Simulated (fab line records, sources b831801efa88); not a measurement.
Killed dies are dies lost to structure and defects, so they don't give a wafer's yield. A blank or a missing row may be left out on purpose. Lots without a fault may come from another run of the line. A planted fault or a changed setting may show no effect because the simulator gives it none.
Which tool did it? | flow gf180mcu | 11 lots, 33 wafers sampled, at 2 steps of a route of 602

WHAT THE GAUGES READ, wafer by wafer
GF_STI_THK_MEAS_30.
lot  | measured    | on            | STI_OXIDATION_02_THK (nm)
L876 | day 2 13:55 | film_metro-03 | 10.05 9.97 9.96
L877 | day 2 13:53 | film_metro-01 | 10.03 10.05 10.13
L878 | day 2 21:24 | film_metro-02 | 9.89 9.81 9.95
L879 | day 3 03:31 | film_metro-01 | 10.12 10.13 10.11
L882 | day 3 14:49 | film_metro-02 | 10.36 10.28 10.25
L884 | day 4 02:47 | film_metro-01 | 10.02 10.03 10.10
L886 | day 4 12:34 | film_metro-02 | 9.79 9.94 10.05
L887 | day 4 17:28 | film_metro-03 | 5.48 5.21 5.32
L888 | day 4 23:13 | film_metro-03 | 5.14 5.37 5.30
L890 | day 5 10:15 | film_metro-03 | 10.28 10.25 10.30
L892 | day 5 15:58 | film_metro-01 | 4.81 4.68 4.74

WHICH TOOL RAN EACH LOT (tool, then ch and the chambers of the sampled wafers, then the start)
lot  | GF_STI_OXIDATION_29
L876 | furnace-02 ch 0, day 2 12:29
L877 | furnace-02 ch 0, day 2 12:29
L878 | furnace-01 ch 0, day 2 19:59
L879 | furnace-01 ch 0, day 3 02:07
L882 | furnace-01 ch 0, day 3 13:25
L884 | furnace-02 ch 0, day 4 01:22
L886 | furnace-01 ch 0, day 4 11:10
L887 | furnace-01 ch 0, day 4 16:04
L888 | furnace-01 ch 0, day 4 21:49
L890 | furnace-02 ch 0, day 5 08:50
L892 | furnace-01 ch 0, day 5 14:34
- GF_STI_OXIDATION_29: stabilise 600 s, purge 300 s, target thk 10 nm.

WHAT THE TOOLS THEMSELVES READ (means of the sampled wafers that have a number; where no wafer has one, the mark that the record gives instead)
GF_STI_OXIDATION_29.
lot  | tool       | spike_tc_bottom_C (C) | spike_tc_centre_C (C) | spike_tc_lower_C (C) | spike_tc_top_C (C) | spike_tc_upper_C (C) | tube_center_temp_C (C) | tube_center_temp_C_max | zone_power_bottom_pct (%) | zone_power_top_pct (%) | zone_power_upper_pct (%)
L876 | furnace-02 | 916.8                 | 902.2                 | 901.3                | 912.0              | 901.6                | 900                    | 902.5                  | 35.2                      | 36.5                   | 19.0
L877 | furnace-02 | 916.9                 | 901.3                 | 900.8                | 911.3              | 901.5                | 900                    | 902.4                  | 35.2                      | 36.3                   | 19.1
L878 | furnace-01 | 915.5                 | 901.9                 | 899.1                | 912.3              | 897.9                | 900                    | 902.5                  | 34.5                      | 35.6                   | 17.8
L879 | furnace-01 | 915.4                 | 902.0                 | 899.7                | 912.8              | 898.0                | 900                    | 902.2                  | 34.5                      | 35.4                   | 18.0
L882 | furnace-01 | 916.4                 | 901.9                 | 899.7                | 911.8              | 897.8                | 900                    | 902.4                  | 34.5                      | 36.2                   | 18.0
L884 | furnace-02 | 916.2                 | 900.8                 | 900.2                | 911.1              | 899.9                | 900                    | 902.4                  | 34.8                      | 36.2                   | 19.1
L886 | furnace-01 | 916.2                 | 901.4                 | 899.7                | 912.4              | 897.6                | 900                    | 902.2                  | 34.6                      | 35.4                   | 18.0
L887 | furnace-01 | 860.6                 | 845.1                 | 843.4                | 857.9              | 842.2                | 844                    | 846.1                  | 30.3                      | 31.6                   | 15.8
L888 | furnace-01 | 860.0                 | 846.4                 | 843.5                | 856.9              | 841.9                | 844                    | 846.5                  | 30.0                      | 31.6                   | 15.7
L890 | furnace-02 | 916.8                 | 901.6                 | 900.8                | 911.8              | 901.2                | 900                    | 902.3                  | 35.0                      | 36.5                   | 19.1
L892 | furnace-01 | 859.3                 | 845.5                 | 843.2                | 857.0              | 842.3                | 844                    | 845.9                  | 30.2                      | 31.8                   | 15.6

THE ANSWER, worked out from the rows above alone
Rule: what is usual is taken from the lots themselves. Put in order of their means at a reading, lots are off if they are a third of the lots or fewer, leave a main group of 4 or more, and stand apart from it by a gap of 3 or more times the standard deviation of the main group's means; of several such gaps the widest counts. A main group whose means are all the same, to the digits that the tables above print for the reading, isn't used. A lot without any number at a reading at which 4 lots or more have one is off too. The other lots that the step has rows for count as sound. The gauges are gone through in route order, then the tools' own readings, and for those a lot's mean is taken as printed above. The first step at which some lot is off is used, and at that step the reading that is off furthest; a lot without a number counts as furthest.
Off: L887, L888, L892, at GF_STI_THK_MEAS_30 (STI_OXIDATION_02_THK). The main group: mean 10.08 nm, standard deviation 0.14.
A tool fits if, at a process step before that reading, it ran every lot that is off, and no sound lot after the first of them. The gauges at GF_STI_THK_MEAS_30 aren't tried: what is off there is off at GF_STI_OXIDATION_29 too, on other tools, and a gauge's error can't cause that. One fits: furnace-01 at GF_STI_OXIDATION_29. Its last sound lot is L886 (day 4 11:10), its first lot that is off L887 (day 4 16:04): a fault that began between those two fits.
The tool's own readings at GF_STI_OXIDATION_29 bear it out: on the lots that are off they differ by more than 5 times the standard deviation of the sound lots' means. spike_tc_bottom_C reads 860.0 C there against 916.3 C on the sound lots; spike_tc_centre_C reads 845.7 C there against 901.6 C on the sound lots; spike_tc_lower_C reads 843.4 C there against 900.2 C on the sound lots; spike_tc_top_C reads 857.3 C there against 911.9 C on the sound lots; spike_tc_upper_C reads 842.1 C there against 899.4 C on the sound lots; tube_center_temp_C reads 844 C there against 900 C on the sound lots; tube_center_temp_C_max reads 846.2 there against 902.4 on the sound lots; zone_power_bottom_pct reads 30.2 % there against 34.8 % on the sound lots; zone_power_top_pct reads 31.7 % there against 36.0 % on the sound lots.

WHAT THE SIMULATOR HAD PUT IN
Process parameter drift: furnace-01, from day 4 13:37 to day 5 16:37, at GF_STI_OXIDATION_29. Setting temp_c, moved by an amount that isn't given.
Lots struck among those shown: L887, L888, L892. The rule above found the same.
